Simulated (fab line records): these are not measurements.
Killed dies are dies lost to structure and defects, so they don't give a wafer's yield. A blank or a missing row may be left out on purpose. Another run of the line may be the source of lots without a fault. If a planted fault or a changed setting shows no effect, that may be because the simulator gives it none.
A lot that was struck, set against a sound lot ; flow sky130 ; 16 steps out of a route of 708
Sound: these wafers, L410.3, L410.5, L410.6. Wafers L406.1, L406.3, L406.5 were the ones struck. Last of all comes the cause.
For every step that has rows: the tool of each side, followed by ch and its chambers, followed by its first start. Under that, the readings that differ: sound wafers ; struck wafers ; difference of the means ; sigmas: that difference in standard deviations of wafers without a fault.
alike: words and numbers the same on both sides, and readings whose means are apart by under 2 such deviations; not compared: readings that were withheld, readings missing a value for some wafer, numbers with overlapping values and no deviation given by the record, and bounds like >300 which may hide the same value.
A row with sigmas, a row that says differs or no value, or rows on one side alone: a step with any of these is where the two part. Numbers that have no deviation but don't overlap get no sigmas and don't part them. A reading that every wafer of one side lacks parts them only if that side has two wafers or more.

first, 5 steps without rows for these wafers: SKY_SONOS_TUNNEL_COAT_02 (resist thk 1140 nm); SKY_SONOS_TUNNEL_SOFTBAKE_03 (time 60 s); SKY_SONOS_TUNNEL_EXPOSE_04 (exposes mask TUNM, target cd 410 nm); SKY_SONOS_TUNNEL_PEB_05; SKY_SONOS_TUNNEL_DEVELOP_06 (develop time 60 s).
SKY_SONOS_TUNNEL_CD_MEAS_07 targets a cd of 410 nm.
  sound: cd sem-02 at day 15 21:59; struck: cd sem-02 at day 14 07:30
reading;sound;struck;difference;sigmas
cd nm (nm);411.7 412.3 414.5;407.7 407.4 407.4;-5.3;-3
SKY_SONOS_TUNNEL_OVL_MEAS_08:
  sound: overlay-02 at day 15 22:05; struck: overlay-01 at day 14 07:37
  alike: SONOS_TUNNEL_OVL
then, 3 steps without rows for these wafers: SKY_SONOS_TUNNEL_IMPLANT_09; SKY_SONOS_TUNNEL_WET_ETCH_10 (etches SiO2 in dHF, target depth 14 nm, time 280 s); SKY_SONOS_TUNNEL_STRIP_11 (strips in SPM, time 600 s).
SKY_SONOS_TUNNEL_TW_MEAS_12:
  sound: film metro-01 at day 15 22:44; struck: film metro-01 at day 14 08:05
  alike: SONOS_TUNNEL_TW
then, 1 step without rows for these wafers: SKY_SONOS_TUNNEL_CLEAN_13 (cleans in dHF, time 20 s).
SKY_SONOS_ONO_OXIDATION_00: stabilise 600 s, purge 300 s, target thk 2.6 nm.
  sound on furnace-02 ch 0, day 15 23:07; struck on furnace-01 ch 0, day 14 09:38
reading;sound;struck;difference;sigmas
model.SiO2_of_SONOS_ONO_OXIDATION_00.thk nm (nm);2.612 2.582 2.595;2.173 2.191 2.19;-0.412;
  alike: spike tc bottom C
SKY_SONOS_ONO_THK_MEAS_01:
  sound: film metro-03 at day 16 00:29; struck: film metro-03 at day 14 10:59
reading;sound;struck;difference;sigmas
SONOS_ONO_OXIDATION_THK (nm);2.60 2.56 2.57;2.16 2.16 2.23;-0.39;-7
then, 1 step without rows for these wafers: SKY_SONOS_ONO_CVD_02 (deposits Si3N4 from DCS/NH3, target thk 10.5 nm, time 180 s).
-- here the record skips 34 days between the struck wafers' starts before and after, leaving off in module SONOS_ONO and picking up in module PAD_OPEN (first step shown: number 708 of the route) --
SKY_PAD_OPEN_PROBE_99:
  sound: prober-01 at day 49 06:33; struck: prober-02 at day 48 14:02
reading;sound;struck;difference;sigmas
killed_at_M4_up;1 4 0;8 7 7;+6;+3
model.etest.sonos erased.vt v (V);-2.297 -2.289 -2.293;-2.405 -2.3 -2.373;-0.066;
  alike: killed_at_M0_to_M3, killed at contacts, killed at front end, killed at other, killed dies, killed open, killed short
  not compared: model.etest.sonos erased.drive ua um, model.etest.cap ono.gate log10 a cm2, model.etest.cap ono.gate bv v, model.etest.cap ono.tox acc nm, model.etest.sonos baked.vt less v

== WHERE THEY PART ==
Last at SKY_PAD_OPEN_PROBE_99 as far as this record goes, first at SKY_SONOS_TUNNEL_CD_MEAS_07.

WHY: what had been put in by the simulator
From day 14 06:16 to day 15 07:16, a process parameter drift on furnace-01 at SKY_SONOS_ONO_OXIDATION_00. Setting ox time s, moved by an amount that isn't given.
